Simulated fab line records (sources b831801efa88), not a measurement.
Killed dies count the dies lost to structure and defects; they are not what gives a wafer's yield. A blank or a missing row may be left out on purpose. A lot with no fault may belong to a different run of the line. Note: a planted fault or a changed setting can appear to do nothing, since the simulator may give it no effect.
A struck lot beside a sound one    flow sky130    16 out of 708 route steps
Sound: these wafers, L859.1, L859.2, L859.4. Wafers struck: L876.2, L876.4, L876.5. The cause is named last.
At each step with rows: each side's tool, then ch and its chambers, then its first start. Under that, the readings that differ: sound wafers    struck wafers    difference of the means    sigmas: that difference in standard deviations of wafers without a fault.
alike: a reading whose means differ by less than 2 such deviations, as well as words and numbers matching on both sides. not compared: withheld readings; readings where some wafer has no value; bounds like >300 that might hide an equal value; numbers whose values overlap and for which the record gives no deviation.
A row with sigmas, a row that says differs or no value, or rows on one side alone: a step with any of these is where the two part. When numbers do not overlap yet have no deviation, they are printed without sigmas and do not part them. Lack of a reading on every wafer of one side parts them only where that side has two or more wafers.

SKY_LDD_P_OVL_MEAS_08:
  sound: overlay-01 at day 19 14:32; struck: overlay-01 at day 25 23:11
  alike: LDD_P_OVL
then, 1 step without rows for these wafers: SKY_LDD_P_IMPLANT_09.
SKY_LDD_P_STRIP_10: strips in O2/N2.
  sound on plasma-asher-02 ch 0,1, day 19 14:43; struck on plasma-asher-04 ch 0,1, day 25 23:22
  alike: drypump-motor-current-A, oes-product-au, strip-time-to-endpoint-s
  not compared: rf-hours-counter-h
SKY_LDD_P_TW_MEAS_11:
  sound: film-metro-01 at day 19 14:49; struck: film-metro-02 at day 25 23:28
  alike: LDD_P_TW
then, 7 steps without rows for these wafers: SKY_LDD_HVN_DEHYDRATE_00 (time 60 s); SKY_LDD_HVN_HMDS_01 (prime time 60 s); SKY_LDD_HVN_COAT_02 (resist thk 300 nm); SKY_LDD_HVN_SOFTBAKE_03 (time 60 s); SKY_LDD_HVN_EXPOSE_04 (exposes mask HVNTM, target cd 700 nm); SKY_LDD_HVN_PEB_05; SKY_LDD_HVN_DEVELOP_06 (develop time 60 s).
SKY_LDD_HVN_OVL_MEAS_07:
  sound: overlay-01 at day 20 20:55; struck: overlay-02 at day 27 04:22
  alike: LDD_HVN_OVL
SKY_LDD_HVN_IMPLANT_08:
  sound on implanter-04 ch 0, day 20 20:57; struck on implanter-03 ch 0, day 27 04:25
reading                    sound                 struck                difference  sigmas
beam-energy-keV            59.984 60.003 59.998  48.240 48.233 48.246  -11.755     -99 or more
model.implant.rp-nm (nm)   54.72 54.72 54.72     44.34 44.34 44.34     -10.38      
model.implant.drp-nm (nm)  28.15 28.15 28.15     23.41 23.41 23.41     -4.74       
  alike: beam-on-s, end-station-pressure-torr
SKY_LDD_HVN_STRIP_09: strips in O2/N2.
  sound on plasma-asher-04 ch 0,1, day 20 21:06; struck on plasma-asher-04 ch 0,1, day 27 04:33
  alike: drypump-motor-current-A, oes-product-au, strip-time-to-endpoint-s
  not compared: rf-hours-counter-h
SKY_LDD_HVN_TW_MEAS_10:
  sound: film-metro-04 at day 20 21:12; struck: film-metro-01 at day 27 04:53
reading     sound           struck          difference  sigmas
LDD_HVN_TW  1423 1424 1422  1367 1372 1373  -52         -4
  not compared: hold
-- record jumps: 23 days separate the struck wafers' starts on either side; left off in module LDD_HVN, taken up again in module PAD_OPEN, whose first shown step is the route's number 708 --
SKY_PAD_OPEN_PROBE_99:
  sound: prober-01 at day 46 05:44; struck: prober-02 at day 50 06:49
reading                         sound           struck          difference  sigmas
model.etest.tip_n_5v.rs-ohm-sq  1415 1418 1412  1520 1526 1521  +107        
  alike: killed_at_M0_to_M3, killed_at_M4_up, killed-at-contacts, killed-at-front-end, killed-at-other, killed-dies, killed-open, killed-short
  not compared: model.etest.nfet-g5v0d10v5.r-on-ohm-um, model.etest.nfet-g5v0d10v5.drive-ua-um, model.etest.nfet-g5v0d10v5.vt-sat-v, model.etest.nfet-g5v0d10v5.vt-v

== WHERE THEY PART ==
Earliest at SKY_LDD_HVN_IMPLANT_08; latest, in this record, at SKY_LDD_HVN_TW_MEAS_10. Later steps at which nothing parts them and some readings are alike: SKY_PAD_OPEN_PROBE_99.

WHY: what had been put in by the simulator
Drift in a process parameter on implanter-03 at SKY_LDD_HVN_IMPLANT_08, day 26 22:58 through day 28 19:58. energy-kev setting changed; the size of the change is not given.
